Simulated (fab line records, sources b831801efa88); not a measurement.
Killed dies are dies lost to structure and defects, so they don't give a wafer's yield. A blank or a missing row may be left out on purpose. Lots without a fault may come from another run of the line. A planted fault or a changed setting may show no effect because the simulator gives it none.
fab line records | flow sky130
record lots=24 wafers=72 last_day=50
route steps=708 shown VIA3@589 METAL4@599 VIA4@652 PASSIVATION@693
lots that met no fault: from a run of the same line without faults
start_h: hours from the record's first day to the start of the lot's first wafer shown | wait_h: hours since the lot's step before | " the same as in the row above | L1.1+2: a row that stands for several wafers | - no value, or no start given | * or withheld: withheld | < > ~ a bound
route shown NAME@n: a module of which the file shows steps, and the number in the route of the first | usual: mean/standard deviation of fault-free wafers | same: alike in all rows | chamber/n: place in a boat | sites: the reading at each site | _std_site: their standard deviation | _edge_site: outer sites' mean less inner sites' | radius_mm: how far each site lies from the wafer's centre | mask NAME#n: copy n | behind: the tool/chamber that last shaped the wafer | hold: why the lot was held/for how many hours/how that ended | device: the transistor (n, p or np) that didn't switch | end of line: the same wafers' tests at the end of the route | a step without rows: its recipe alone | killed: dies lost to structure and defects at the first sort, not the wafer's yield | map: a wafer's dies, x killed, . not, _ none there
set.NAME: the setting as run; set.NAME@STEP: as run at that earlier step | model.NAME: the simulator's own value behind a step, which no gauge read
steps of the route over a sample of lots; a table a step, a row a wafer
services: from which hour (start_h, from the record's first day; less than 0 if before it) a tool's chamber was out of use, for how many hours, and why
## steps
# step SKY_VIA3_STRIP_16
# recipe chemistry=O2/N2 power_w=1400 pressure_mtorr=1500 platen_temp_c=withheld o2_flow_sccm=3000 n2_flow_sccm=300 overash_fraction=0.5
# usual drypump_motor_current_A=5.8/0.38 oes_product_au=0.402/0.0055 strip_time_to_endpoint_s=4.140/0.029
# columns lot.wafer tool chamber start_h wait_h drypump_motor_current_A oes_product_au rf_hours_counter_h strip_time_to_endpoint_s
L075.1 plasma_asher-04 0 925.43 0.0 5.3 0.399 107 4.129
L075.5 " 0 " " 5.3 0.406 - 4.170
L075.6 " 1 " " 5.9 0.392 - 4.151
L074.1 plasma_asher-04 1 927.03 0.0 5.9 0.403 107 4.158
L074.5 " 0 " " 5.2 0.412 - 4.193
L074.6 " 1 " " 5.9 0.399 - 4.149
L076.3 plasma_asher-03 0 935.17 0.1 6.4 0.407 - 4.166
L076.4 " 1 " " 6.0 0.404 - 4.186
L076.5 " 1 " " 6.0 0.400 - 4.162
L077.3 plasma_asher-02 0 939.82 0.1 5.8 0.402 - 4.180
L077.4 " 1 " " 5.6 0.404 - 4.123
L077.6 " 1 " " 5.6 0.393 - 4.171
L078.1 plasma_asher-03 0 946.12 0.0 6.5 0.394 51 4.131
L078.2 " 1 " " 6.0 0.403 51 4.169
L078.3 " 0 " " 6.4 0.397 - 4.172
L079.1 plasma_asher-04 1 956.48 0.0 5.8 0.407 110 4.203
L079.2 " 0 " " 5.3 0.407 110 4.198
L079.5 " 0 " " 5.2 0.395 - 4.182
L080.3 plasma_asher-04 0 962.32 0.1 5.3 0.407 - 4.128
L080.4 " 1 " " 5.9 0.393 - 4.104
L080.5 " 0 " " 5.3 0.389 - 4.125
L081.1 plasma_asher-04 1 984.13 0.0 5.9 0.394 113 4.120
L081.3 " 0 " " 5.3 0.396 - 4.125
L081.6 " 0 " " 5.3 0.409 - 4.143
L082.2 plasma_asher-03 1 986.68 0.0 6.0 0.400 55 4.163
L082.3 " 1 " " 6.0 0.402 - 4.144
L082.6 " 0 " " 6.4 0.415 - 4.151
L083.2 plasma_asher-04 1 987.94 0.0 5.9 0.409 113 4.124
L083.4 " 0 " " 5.3 0.402 - 4.166
L083.6 " 0 " " 5.3 0.403 - 4.155
L084.1 plasma_asher-03 0 996.93 0.0 6.4 0.400 56 4.159
L084.4 " 0 " " 6.4 0.394 - 4.168
L084.6 " 0 " " 6.4 0.404 - 4.140
L085.3 plasma_asher-03 0 999.22 0.1 6.4 0.403 - 4.097
L085.5 " 0 " " 6.4 0.402 - 4.102
L085.6 " 1 " " 6.0 0.413 - 4.159
L087.2 plasma_asher-03 1 1023.43 0.0 6.0 0.401 58 4.192
L087.5 " 0 " " 6.4 0.411 - 4.193
L087.6 " 1 " " 6.0 0.399 - 4.188
L086.1 plasma_asher-02 1 1024.88 0.0 5.6 0.405 91 4.140
L086.3 " 1 " " 5.6 0.402 - 4.122
L086.5 " 0 " " 5.8 0.403 - 4.115
L088.2 plasma_asher-02 0 1027.12 0.0 5.9 0.403 91 4.143
L088.3 " 1 " " 5.6 0.393 - 4.090
L088.6 " 1 " " 5.6 0.402 - 4.094
L089.2 plasma_asher-04 0 1038.33 0.0 5.3 0.401 117 4.131
L089.5 " 0 " " 5.3 0.399 - 4.126
L089.6 " 1 " " 5.9 0.411 - 4.132
L092.2 plasma_asher-04 0 1040.47 0.0 5.3 0.392 117 4.135
L092.4 " 0 " " 5.3 0.408 - 4.118
L092.5 " 1 " " 5.8 0.401 - 4.127
L090.2 plasma_asher-04 0 1043.04 0.0 5.3 0.400 117 4.128
L090.3 " 0 " " 5.3 0.414 - 4.136
L090.5 " 1 " " 5.8 0.403 - 4.145
L091.2 plasma_asher-02 1 1044.09 0.0 5.6 0.396 93 4.095
L091.4 " 1 " " 5.6 0.407 - 4.113
L091.5 " 0 " " 5.8 0.400 - 4.102
L093.1 plasma_asher-04 1 1047.02 0.0 5.9 0.397 118 4.124
L093.2 " 0 " " 5.3 0.405 118 4.139
L093.4 " 1 " " 5.9 0.397 - 4.082
L094.1 plasma_asher-03 0 1051.67 0.0 6.4 0.408 61 4.122
L094.2 " 1 " " 6.0 0.410 61 4.158
L094.6 " 1 " " 6.1 0.401 - 4.188
L095.1 plasma_asher-03 1 1060.29 0.0 6.0 0.390 62 4.105
L095.2 " 0 " " 6.4 0.397 62 4.160
L095.3 " 1 " " 6.0 0.404 - 4.146
L096.1 plasma_asher-04 1 1068.02 0.0 5.9 0.392 0 4.140
L096.2 " 0 " " 5.2 0.399 0 4.158
L096.5 " 1 " " 5.9 0.403 - 4.148
L097.1 plasma_asher-02 1 1075.68 0.0 5.6 0.399 97 4.065
L097.5 " 1 " " 5.6 0.400 - 4.130
L097.6 " 0 " " 5.8 0.403 - 4.101
# step SKY_METAL4_SPUTTER_01
# recipe material=TiN target_thk_nm=20 power_w=6500 time_s=16.7 chamber_pressure_pa=0.4
# usual throttle_valve_pct=30.7/1.5
# columns lot.wafer tool chamber start_h wait_h throttle_valve_pct
L075.1 pvd_sputter-04 - 926.87 0.0 31.1
L075.5 " - " " 31.6
L075.6 " - " " 32.1
L074.1 pvd_sputter-01 - 928.31 0.0 29.8
L074.5 " - " " 33.1
L074.6 " - " " 31.1
L076.3 pvd_sputter-04 - 936.48 0.0 32.0
L076.4 " - " " 29.5
L076.5 " - " " 31.6
L077.3 pvd_sputter-04 - 941.11 0.0 29.3
L077.4 " - " " 30.7
L077.6 " - " " 29.4
L078.1 pvd_sputter-01 - 947.82 0.0 31.0
L078.2 " - " " 33.1
L078.3 " - " " 29.9
L079.1 pvd_sputter-03 - 957.79 0.0 31.5
L079.2 " - " " 30.4
L079.5 " - " " 29.5
L080.3 pvd_sputter-03 - 963.62 0.0 30.6
L080.4 " - " " 32.0
L080.5 " - " " 27.3
L081.1 pvd_sputter-04 - 985.41 0.0 31.8
L081.3 " - " " 30.6
L081.6 " - " " 30.7
L082.2 pvd_sputter-04 - 987.96 0.0 32.0
L082.3 " - " " 29.5
L082.6 " - " " 32.2
L083.2 pvd_sputter-03 - 989.26 0.0 29.8
L083.4 " - " " 31.9
L083.6 " - " " 29.8
L084.1 pvd_sputter-03 - 998.25 0.0 27.3
L084.4 " - " " 30.3
L084.6 " - " " 27.3
L085.3 pvd_sputter-04 - 1000.51 0.0 30.9
L085.5 " - " " 29.4
L085.6 " - " " 30.8
L087.2 pvd_sputter-01 - 1025.05 0.0 30.8
L087.5 " - " " 33.4
L087.6 " - " " 29.9
L086.1 pvd_sputter-01 - 1026.26 0.0 31.1
L086.3 " - " " 30.9
L086.5 " - " " 31.2
L088.2 pvd_sputter-03 - 1028.51 0.0 27.3
L088.3 " - " " 32.0
L088.6 " - " " 27.2
L089.2 pvd_sputter-01 - 1039.65 0.0 30.9
L089.5 " - " " 29.5
L089.6 " - " " 30.7
L092.2 pvd_sputter-03 - 1041.76 0.0 30.3
L092.4 " - " " 30.0
L092.5 " - " " 32.0
L090.2 pvd_sputter-04 - 1044.36 0.0 29.3
L090.3 " - " " 30.7
L090.5 " - " " 31.3
L091.2 pvd_sputter-04 - 1045.40 0.0 30.9
L091.4 " - " " 31.2
L091.5 " - " " 29.6
L093.1 pvd_sputter-04 - 1048.38 0.0 31.4
L093.2 " - " " 31.0
L093.4 " - " " 29.3
L094.1 pvd_sputter-01 - 1052.96 0.0 31.0
L094.2 " - " " 31.3
L094.6 " - " " 30.6
L095.1 pvd_sputter-04 - 1061.70 0.0 32.0
L095.2 " - " " 31.0
L095.3 " - " " 29.5
L096.1 pvd_sputter-04 - 1069.38 0.0 30.9
L096.2 " - " " 29.4
L096.5 " - " " 31.3
L097.1 pvd_sputter-03 - 1077.08 0.0 32.0
L097.5 " - " " 27.3
L097.6 " - " " 30.5
# step SKY_METAL4_ETCH_16
# recipe chemistry=N2/H2 target=BARC ion_energy_ev=200 bias_w=100 pressure_mtorr=30 n2_flow_sccm=100 h2_flow_sccm=200 icp_w=500 stop_on=SiO2 time_s=88.2 target_depth_a=600
# usual drypump_motor_current_A=5.8/0.32 oes_product_au=0.625/0.0045 rf_fwd_power_W=497.2/1.7 throttle_valve_pct=13.203/0.0088
# columns lot.wafer tool chamber start_h wait_h drypump_motor_current_A oes_product_au rf_fwd_power_W rf_hours_counter_h throttle_valve_pct
L075.1 rie_metal-01 1 975.65 0.0 5.6 0.624 497.8 2 13.196
L075.5 " 0 " " 5.8 0.636 497.8 - 13.206
L075.6 " 1 " " 5.6 0.626 496.7 - 13.191
L074.1 rie_metal-01 0 978.10 0.0 5.8 0.629 500.6 19 13.196
L074.5 " 0 " " 5.7 0.630 498.1 - 13.198
L074.6 " 1 " " 5.6 0.635 496.6 - 13.196
L076.3 rie_metal-03 1 985.19 0.0 5.6 0.627 496.2 - 13.207
L076.4 " 0 " " 5.7 0.623 497.8 - 13.190
L076.5 " 1 " " 5.6 0.629 498.6 - 13.202
L077.3 rie_metal-02 1 988.89 0.0 6.4 0.626 497.1 - 13.212
L077.4 " 0 " " 6.3 0.626 496.2 - 13.210
L077.6 " 0 " " 6.3 0.623 493.6 - 13.222
L078.1 rie_metal-01 0 995.40 0.0 5.8 0.626 496.4 20 13.210
L078.2 " 1 " " 5.6 0.629 495.7 3 13.206
L078.3 " 0 " " 5.8 0.625 498.1 - 13.203
L079.1 rie_metal-02 1 1004.91 0.0 6.4 0.626 497.0 2 13.188
L079.2 " 0 " " 6.4 0.628 495.1 10 13.209
L079.5 " 0 " " 6.4 0.616 494.7 - 13.207
L080.3 rie_metal-02 0 1010.04 0.0 6.3 0.628 495.2 - 13.185
L080.4 " 1 " " 6.4 0.623 496.2 - 13.203
L080.5 " 0 " " 6.4 0.623 496.2 - 13.200
L081.1 rie_metal-01 1 1032.95 0.0 5.6 0.623 498.0 6 13.195
L081.3 " 1 " " 5.6 0.617 497.4 - 13.204
L081.6 " 0 " " 5.8 0.624 498.7 - 13.183
L082.2 rie_metal-02 0 1034.75 0.0 6.3 0.623 498.2 12 13.218
L082.3 " 0 " " 6.4 0.616 499.0 - 13.196
L082.6 " 1 " " 6.5 0.622 495.6 - 13.208
L083.2 rie_metal-03 1 1036.21 0.0 5.6 0.618 496.8 16 13.208
L083.4 " 1 " " 5.6 0.623 495.8 - 13.206
L083.6 " 0 " " 5.7 0.623 499.0 - 13.202
L084.1 rie_metal-01 0 1045.30 0.0 5.8 0.622 498.2 1 13.205
L084.4 " 1 " " 5.6 0.620 495.1 - 13.190
L084.6 " 1 " " 5.6 0.619 498.2 - 13.213
L085.3 rie_metal-03 1 1047.88 0.0 5.6 0.624 497.7 - 13.210
L085.5 " 1 " " 5.6 0.631 498.8 - 13.194
L085.6 " 0 " " 5.7 0.628 500.3 - 13.206
L087.2 rie_metal-02 1 1070.10 0.0 6.5 0.624 498.6 6 13.223
L087.5 " 1 " " 6.5 0.627 497.8 - 13.203
L087.6 " 0 " " 6.4 0.626 494.9 - 13.194
L086.1 rie_metal-01 0 1071.55 0.0 5.8 0.628 497.8 3 13.203
L086.3 " 1 " " 5.6 0.629 498.7 - 13.204
L086.5 " 1 " " 5.6 0.623 496.0 - 13.213
L088.2 rie_metal-01 0 1072.70 0.0 5.7 0.627 494.5 3 13.196
L088.3 " 0 " " 5.8 0.621 495.7 - 13.201
L088.6 " 1 " " 5.6 0.624 498.5 - 13.217
L089.2 rie_metal-01 1 1083.77 0.1 5.6 0.621 495.9 - 13.206
L089.5 " 1 " " 5.6 0.621 493.7 - 13.199
L089.6 " 1 " " 5.6 0.630 494.5 - 13.206
L092.2 rie_metal-01 1 1085.47 0.1 5.6 0.621 497.9 - 13.209
L092.4 " 1 " " 5.6 0.628 497.4 - 13.214
L092.5 " 1 " " 5.6 0.626 498.4 - 13.201
L090.2 rie_metal-01 1 1087.27 0.1 5.6 0.622 498.7 - 13.202
L090.3 " 1 " " 5.6 0.623 499.8 - 13.194
L090.5 " 1 " " 5.6 0.627 498.1 - 13.201
L091.2 rie_metal-01 1 1089.16 0.1 5.6 0.618 496.8 - 13.207
L091.4 " 1 " " 5.6 0.628 498.8 - 13.201
L091.5 " 1 " " 5.6 0.627 497.1 - 13.205
L093.1 rie_metal-01 1 1090.91 0.1 5.6 0.632 496.8 10 13.209
L093.2 " 1 " " 5.6 0.627 495.6 - 13.219
L093.4 " 1 " " 5.6 0.631 496.9 - 13.195
L094.1 rie_metal-03 0 1095.35 0.0 5.7 0.631 498.0 9 13.190
L094.2 " 1 " " 5.6 0.623 497.3 19 13.201
L094.6 " 0 " " 5.6 0.627 498.8 - 13.200
L095.1 rie_metal-02 0 1103.70 0.0 6.4 0.623 493.9 17 13.221
L095.2 " 1 " " 6.4 0.623 494.5 9 13.207
L095.3 " 0 " " 6.4 0.620 494.3 - 13.202
L096.1 rie_metal-01 1 1111.10 0.0 5.6 0.624 499.0 12 13.202
L096.2 " 0 " " 5.8 0.626 498.9 4 13.211
L096.5 " 1 " " 5.6 0.619 495.4 - 13.221
L097.1 rie_metal-01 1 1116.81 0.0 5.6 0.621 499.6 13 13.193
L097.5 " 1 " " 5.6 0.626 496.0 - 13.206
L097.6 " 0 " " 5.8 0.630 496.9 - 13.213
# step SKY_METAL4_STRIP_19
# recipe chemistry=O2/N2 power_w=1400 pressure_mtorr=1500 platen_temp_c=withheld o2_flow_sccm=3000 n2_flow_sccm=300 overash_fraction=0.5
# usual drypump_motor_current_A=6.0/0.31 oes_product_au=0.502/0.0052 strip_time_to_endpoint_s=6.51/0.054
# columns lot.wafer tool chamber start_h wait_h drypump_motor_current_A oes_product_au rf_hours_counter_h strip_time_to_endpoint_s
L075.1 plasma_asher-03 1 975.94 0.1 6.0 0.498 53 6.50
L075.5 " 0 " " 6.4 0.495 - 6.43
L075.6 " 1 " " 6.0 0.509 - 6.48
L074.1 plasma_asher-03 0 978.40 0.1 6.4 0.505 54 6.49
L074.5 " 0 " " 6.4 0.503 - 6.55
L074.6 " 1 " " 6.0 0.495 - 6.46
L076.3 plasma_asher-02 1 985.66 0.2 5.5 0.506 - 6.56
L076.4 " 0 " " 5.8 0.503 - 6.59
L076.5 " 0 " " 5.8 0.512 - 6.65
L077.3 plasma_asher-02 1 989.19 0.1 5.6 0.504 - 6.41
L077.4 " 0 " " 5.8 0.514 - 6.51
L077.6 " 1 " " 5.6 0.492 - 6.43
L078.1 plasma_asher-02 1 995.70 0.1 5.6 0.509 88 6.49
L078.2 " 0 " " 5.9 0.500 88 6.54
L078.3 " 1 " " 5.6 0.495 - 6.57
L079.1 plasma_asher-02 0 1005.20 0.1 5.8 0.502 89 6.57
L079.2 " 1 " " 5.6 0.506 89 6.58
L079.5 " 0 " " 5.8 0.499 - 6.53
L080.3 plasma_asher-01 0 1010.34 0.1 6.4 0.509 - 6.51
L080.4 " 1 " " 5.9 0.503 - 6.52
L080.5 " 1 " " 5.9 0.500 - 6.54
L081.1 plasma_asher-01 0 1033.24 0.1 6.4 0.497 29 6.56
L081.3 " 0 " " 6.4 0.498 - 6.50
L081.6 " 1 " " 5.9 0.506 - 6.49
L082.2 plasma_asher-02 1 1035.05 0.1 5.5 0.502 92 6.54
L082.3 " 0 " " 5.9 0.496 - 6.39
L082.6 " 0 " " 5.9 0.502 - 6.45
L083.2 plasma_asher-03 0 1036.54 0.1 6.4 0.494 60 6.46
L083.4 " 0 " " 6.4 0.492 - 6.48
L083.6 " 1 " " 6.0 0.503 - 6.46
L084.1 plasma_asher-03 0 1045.60 0.1 6.4 0.498 61 6.50
L084.4 " 1 " " 6.0 0.497 - 6.42
L084.6 " 1 " " 6.0 0.507 - 6.51
L085.3 plasma_asher-01 0 1048.18 0.1 6.4 0.509 - 6.57
L085.5 " 1 " " 5.9 0.500 - 6.56
L085.6 " 0 " " 6.4 0.500 - 6.50
L087.2 plasma_asher-03 1 1070.39 0.1 6.0 0.498 63 6.46
L087.5 " 0 " " 6.4 0.502 - 6.52
L087.6 " 1 " " 6.0 0.495 - 6.46
L086.1 plasma_asher-02 1 1071.84 0.1 5.5 0.507 96 6.53
L086.3 " 1 " " 5.6 0.510 - 6.63
L086.5 " 0 " " 5.8 0.504 - 6.52
L088.2 plasma_asher-03 1 1073.00 0.1 6.0 0.508 64 6.58
L088.3 " 0 " " 6.4 0.505 - 6.51
L088.6 " 1 " " 6.0 0.508 - 6.56
L089.2 plasma_asher-02 0 1084.13 0.1 5.8 0.503 97 6.48
L089.5 " 0 " " 5.8 0.504 - 6.54
L089.6 " 1 " " 5.5 0.494 - 6.37
L092.2 plasma_asher-03 1 1085.83 0.1 6.0 0.497 65 6.41
L092.4 " 0 " " 6.4 0.493 - 6.43
L092.5 " 0 " " 6.4 0.503 - 6.45
L090.2 plasma_asher-01 1 1087.63 0.1 6.0 0.502 34 6.45
L090.3 " 0 " " 6.4 0.498 - 6.51
L090.5 " 0 " " 6.4 0.506 - 6.57
L091.2 plasma_asher-03 0 1089.57 0.1 6.4 0.503 66 6.49
L091.4 " 0 " " 6.4 0.496 - 6.42
L091.5 " 1 " " 6.0 0.502 - 6.45
L093.1 plasma_asher-02 1 1091.37 0.1 5.6 0.502 98 6.55
L093.2 " 0 " " 5.9 0.508 98 6.54
L093.4 " 0 " " 5.8 0.502 - 6.52
L094.1 plasma_asher-03 0 1095.83 0.3 6.4 0.495 66 6.56
L094.2 " 1 " " 6.0 0.506 66 6.57
L094.6 " 1 " " 6.0 0.496 - 6.52
L095.1 plasma_asher-03 0 1104.18 0.3 6.4 0.502 67 6.55
L095.2 " 1 " " 6.1 0.503 67 6.51
L095.3 " 0 " " 6.4 0.505 - 6.52
L096.1 plasma_asher-03 1 1111.40 0.1 6.0 0.500 68 6.53
L096.2 " 0 " " 6.4 0.500 68 6.45
L096.5 " 0 " " 6.4 0.504 - 6.58
L097.1 plasma_asher-01 0 1117.10 0.1 6.4 0.499 37 6.48
L097.5 " 1 " " 5.9 0.502 - 6.49
L097.6 " 0 " " 6.4 0.502 - 6.59
# step SKY_VIA4_STRIP_13
# recipe chemistry=O2/N2 power_w=1400 pressure_mtorr=1500 platen_temp_c=withheld o2_flow_sccm=3000 n2_flow_sccm=300 overash_fraction=0.5
# usual drypump_motor_current_A=5.7/0.3 oes_product_au=0.709/0.0045 strip_time_to_endpoint_s=12.81/0.032
# columns lot.wafer tool chamber start_h wait_h drypump_motor_current_A oes_product_au rf_hours_counter_h strip_time_to_endpoint_s
L075.1 plasma_asher-02 0 999.64 - 5.8 0.707 88 12.77
L075.5 " 1 " " 5.6 0.707 - 12.81
L075.6 " 0 " " 5.8 0.714 - 12.82
L074.1 plasma_asher-02 1 1001.42 - 5.6 0.708 88 12.77
L074.5 " 1 " " 5.6 0.711 - 12.83
L074.6 " 0 " " 5.8 0.706 - 12.83
L076.3 plasma_asher-04 1 1009.26 - 5.8 0.708 - 12.79
L076.4 " 0 " " 5.3 0.708 - 12.80
L076.5 " 0 " " 5.3 0.712 - 12.80
L077.3 plasma_asher-02 1 1012.80 - 5.6 0.710 - 12.79
L077.4 " 0 " " 5.8 0.709 - 12.79
L077.6 " 1 " " 5.5 0.716 - 12.78
L078.1 plasma_asher-04 0 1019.22 - 5.2 0.705 116 12.79
L078.2 " 1 " " 5.9 0.711 116 12.80
L078.3 " 0 " " 5.2 0.706 - 12.77
L079.1 plasma_asher-02 0 1029.62 - 5.8 0.712 91 12.85
L079.2 " 1 " " 5.6 0.706 91 12.86
L079.5 " 0 " " 5.8 0.710 - 12.87
L080.3 plasma_asher-01 0 1034.72 - 6.4 0.710 - 12.76
L080.4 " 1 " " 5.9 0.713 - 12.85
L080.5 " 1 " " 5.9 0.712 - 12.78
L081.1 plasma_asher-01 1 1056.37 - 5.9 0.711 31 12.78
L081.3 " 1 " " 5.9 0.712 - 12.81
L081.6 " 1 " " 5.9 0.713 - 12.79
L082.2 plasma_asher-02 1 1058.39 - 5.6 0.701 94 12.81
L082.3 " 1 " " 5.6 0.708 - 12.78
L082.6 " 0 " " 5.8 0.708 - 12.77
L083.2 plasma_asher-02 1 1059.43 - 5.5 0.710 95 12.80
L083.4 " 1 " " 5.5 0.711 - 12.79
L083.6 " 1 " " 5.6 0.706 - 12.77
L084.1 plasma_asher-02 0 1068.03 - 5.8 0.719 96 12.77
L084.4 " 0 " " 5.8 0.716 - 12.80
L084.6 " 1 " " 5.6 0.711 - 12.81
L085.3 plasma_asher-04 1 1070.35 - 5.9 0.711 - 12.81
L085.5 " 0 " " 5.3 0.715 - 12.78
L085.6 " 1 " " 5.9 0.706 - 12.84
L087.2 plasma_asher-04 1 1091.43 - 5.9 0.715 3 12.85
L087.5 " 1 " " 5.9 0.703 - 12.80
L087.6 " 0 " " 5.2 0.707 - 12.81
L086.1 plasma_asher-04 1 1093.14 - 5.9 0.710 3 12.83
L086.3 " 0 " " 5.2 0.714 - 12.85
L086.5 " 1 " " 5.9 0.707 - 12.83
L088.2 plasma_asher-02 0 1094.43 - 5.8 0.716 98 12.85
L088.3 " 0 " " 5.8 0.711 - 12.81
L088.6 " 0 " " 5.8 0.708 - 12.81
L089.2 plasma_asher-01 0 1105.17 - 6.4 0.709 35 12.78
L089.5 " 1 " " 5.9 0.712 - 12.83
L089.6 " 0 " " 6.4 0.708 - 12.88
L092.2 plasma_asher-04 1 1106.69 - 5.8 0.705 4 12.86
L092.4 " 1 " " 5.9 0.702 - 12.87
L092.5 " 0 " " 5.3 0.702 - 12.87
L090.2 plasma_asher-04 1 1108.67 - 5.9 0.705 5 12.84
L090.3 " 1 " " 5.8 0.714 - 12.78
L090.5 " 0 " " 5.3 0.719 - 12.82
L091.2 plasma_asher-02 0 1110.54 - 5.8 0.713 100 12.84
L091.4 " 1 " " 5.6 0.715 - 12.93
L091.5 " 1 " " 5.6 0.708 - 12.78
L093.1 plasma_asher-02 0 1111.93 - 5.8 0.713 100 12.81
L093.2 " 1 " " 5.6 0.705 100 12.78
L093.4 " 1 " " 5.6 0.709 - 12.77
L094.1 plasma_asher-04 0 1116.07 - 5.2 0.713 5 12.77
L094.2 " 1 " " 5.8 0.706 5 12.82
L094.6 " 1 " " 5.8 0.694 - 12.83
L095.1 plasma_asher-01 1 1124.49 - 5.9 0.713 37 12.83
L095.2 " 0 " " 6.4 0.706 37 12.80
L095.3 " 1 " " 5.9 0.700 - 12.79
L096.1 plasma_asher-02 0 1131.29 - 5.8 0.703 102 12.77
L096.2 " 1 " " 5.6 0.707 102 12.78
L096.5 " 0 " " 5.8 0.708 - 12.83
L097.1 plasma_asher-02 1 1136.94 - 5.6 0.715 103 12.80
L097.5 " 1 " " 5.5 0.710 - 12.83
L097.6 " 0 " " 5.9 0.712 - 12.84
# step SKY_PASSIVATION_STRIP_12
# recipe chemistry=O2/N2 power_w=1400 pressure_mtorr=1500 platen_temp_c=withheld overash_fraction=0.7 o2_flow_sccm=3000 n2_flow_sccm=300
# usual drypump_motor_current_A=6.14/0.29 oes_product_au=0.660/0.0043 strip_time_to_endpoint_s=31.62/0.13
# columns lot.wafer tool chamber start_h wait_h drypump_motor_current_A oes_product_au rf_hours_counter_h strip_time_to_endpoint_s
L075.1 plasma_asher-03 1 1048.12 0.1 6.01 0.659 61 31.63
L075.5 " 0 " " 6.43 0.662 - 31.78
L075.6 " 1 " " 6.00 0.658 - 31.53
L074.1 plasma_asher-03 0 1049.77 0.1 6.43 0.660 61 31.53
L074.5 " 0 " " 6.42 0.669 - 31.64
L074.6 " 1 " " 6.07 0.658 - 31.52
L076.3 plasma_asher-01 0 1057.01 0.1 6.42 0.660 - 31.57
L076.4 " 1 " " 5.96 0.665 - 31.41
L076.5 " 0 " " 6.43 0.660 - 31.80
L077.3 plasma_asher-01 1 1060.50 0.1 5.92 0.659 - 31.67
L077.4 " 0 " " 6.42 0.658 - 31.60
L077.6 " 0 " " 6.41 0.659 - 31.53
L078.1 plasma_asher-03 0 1066.22 0.1 6.42 0.661 63 31.57
L078.2 " 1 " " 6.01 0.656 63 31.66
L078.3 " 0 " " 6.45 0.664 - 31.62
L079.1 plasma_asher-03 0 1075.72 0.1 6.44 0.662 64 31.69
L079.2 " 1 " " 5.98 0.665 64 31.57
L079.5 " 0 " " 6.43 0.664 - 31.69
L080.3 plasma_asher-03 0 1080.11 0.1 6.43 0.650 - 31.49
L080.4 " 1 " " 6.02 0.662 - 31.48
L080.5 " 0 " " 6.43 0.668 - 31.27
L081.1 plasma_asher-03 0 1101.02 0.1 6.46 0.654 67 31.39
L081.3 " 0 " " 6.44 0.660 - 31.71
L081.6 " 0 " " 6.45 0.657 - 31.61
L082.2 plasma_asher-03 0 1102.02 0.1 6.41 0.664 67 31.50
L082.3 " 0 " " 6.41 0.659 - 31.77
L082.6 " 0 " " 6.42 0.659 - 31.67
L083.2 plasma_asher-01 0 1103.27 0.1 6.42 0.660 35 31.41
L083.4 " 1 " " 5.93 0.658 - 31.56
L083.6 " 1 " " 5.94 0.659 - 31.59
L084.1 plasma_asher-04 0 1110.67 0.1 5.24 0.660 5 31.56
L084.4 " 0 " " 5.24 0.669 - 31.34
L084.6 " 0 " " 5.22 0.665 - 31.51
L085.3 plasma_asher-01 1 1113.31 0.1 5.95 0.655 - 31.60
L085.5 " 0 " " 6.43 0.659 - 31.64
L085.6 " 1 " " 5.92 0.661 - 31.51
L087.2 plasma_asher-03 0 1132.02 0.1 6.40 0.660 70 31.76
L087.5 " 1 " " 5.98 0.649 - 31.84
L087.6 " 0 " " 6.41 0.658 - 31.63
L086.1 plasma_asher-01 1 1134.07 0.1 5.90 0.660 38 31.68
L086.3 " 0 " " 6.40 0.669 - 31.73
L086.5 " 0 " " 6.40 0.662 - 31.52
L088.2 plasma_asher-03 1 1135.57 0.1 5.98 0.656 70 31.58
L088.3 " 1 " " 6.01 0.656 - 31.62
L088.6 " 1 " " 6.00 0.659 - 31.62
L089.2 plasma_asher-01 0 1145.79 0.1 6.43 0.663 39 31.68
L089.5 " 0 " " 6.42 0.659 - 31.73
L089.6 " 1 " " 5.92 0.664 - 31.72
L092.2 plasma_asher-03 0 1148.07 0.1 6.39 0.667 71 31.89
L092.4 " 0 " " 6.43 0.659 - 31.88
L092.5 " 0 " " 6.43 0.665 - 32.01
L090.2 plasma_asher-01 0 1149.19 0.1 6.41 0.652 40 31.53
L090.3 " 0 " " 6.41 0.664 - 31.65
L090.5 " 1 " " 5.90 0.659 - 31.50
L091.2 plasma_asher-01 0 1151.17 0.1 6.42 0.656 40 31.56
L091.4 " 1 " " 5.94 0.654 - 31.72
L091.5 " 0 " " 6.41 0.661 - 31.66
L093.1 plasma_asher-04 0 1152.34 0.1 5.28 0.659 9 31.57
L093.2 " 1 " " 5.87 0.659 9 31.60
L093.4 " 0 " " 5.29 0.661 - 31.69
L094.1 plasma_asher-01 1 1156.32 0.1 5.93 0.662 41 31.64
L094.2 " 0 " " 6.42 0.662 41 31.76
L094.6 " 0 " " 6.43 0.653 - 31.55
L095.1 plasma_asher-03 0 1163.32 0.1 6.41 0.663 72 31.48
L095.2 " 1 " " 6.00 0.658 72 31.82
L095.3 " 1 " " 6.06 0.658 - 31.74
L096.1 plasma_asher-03 1 1169.99 0.1 6.00 0.666 73 31.70
L096.2 " 0 " " 6.40 0.655 73 31.61
L096.5 " 0 " " 6.41 0.663 - 31.68
L097.1 plasma_asher-01 0 1174.82 0.1 6.40 0.657 43 31.81
L097.5 " 0 " " 6.40 0.665 - 31.81
L097.6 " 1 " " 5.93 0.660 - 31.64
## services
# columns tool chamber start_h hours kind
rie_metal-02 - 902.49 0.6 repair
plasma_asher-03 - 918.81 0.8 repair
plasma_asher-03 - 919.86 1.5 repair
plasma_asher-04 - 965.02 0.9 repair
pvd_sputter-04 - 966.36 3.0 repair
rie_metal-02 1 968.94 18.1 repair
plasma_asher-03 - 1014.03 1.5 repair
plasma_asher-04 - 1021.13 15.6 pm
rie_metal-01 - 1039.36 0.6 repair
plasma_asher-01 - 1045.23 1.6 repair
plasma_asher-04 - 1055.34 9.0 pm
plasma_asher-04 0 1055.34 9.0 vent_cycle
plasma_asher-04 1 1055.34 9.0 vent_cycle
plasma_asher-03 - 1056.49 2.8 pm
plasma_asher-01 - 1065.47 13.0 repair
pvd_sputter-01 - 1075.63 2.3 repair
plasma_asher-01 - 1083.07 2.8 repair
rie_metal-01 0 1083.38 21.9 repair
plasma_asher-01 - 1119.45 0.5 repair
rie_metal-03 - 1125.47 2.8 pm
plasma_asher-03 - 1151.60 3.1 repair
plasma_asher-02 - 1164.49 9.1 repair
rie_metal-01 0 1165.13 7.1 repair
plasma_asher-03 - 1172.57 1.9 repair
## key
fault none
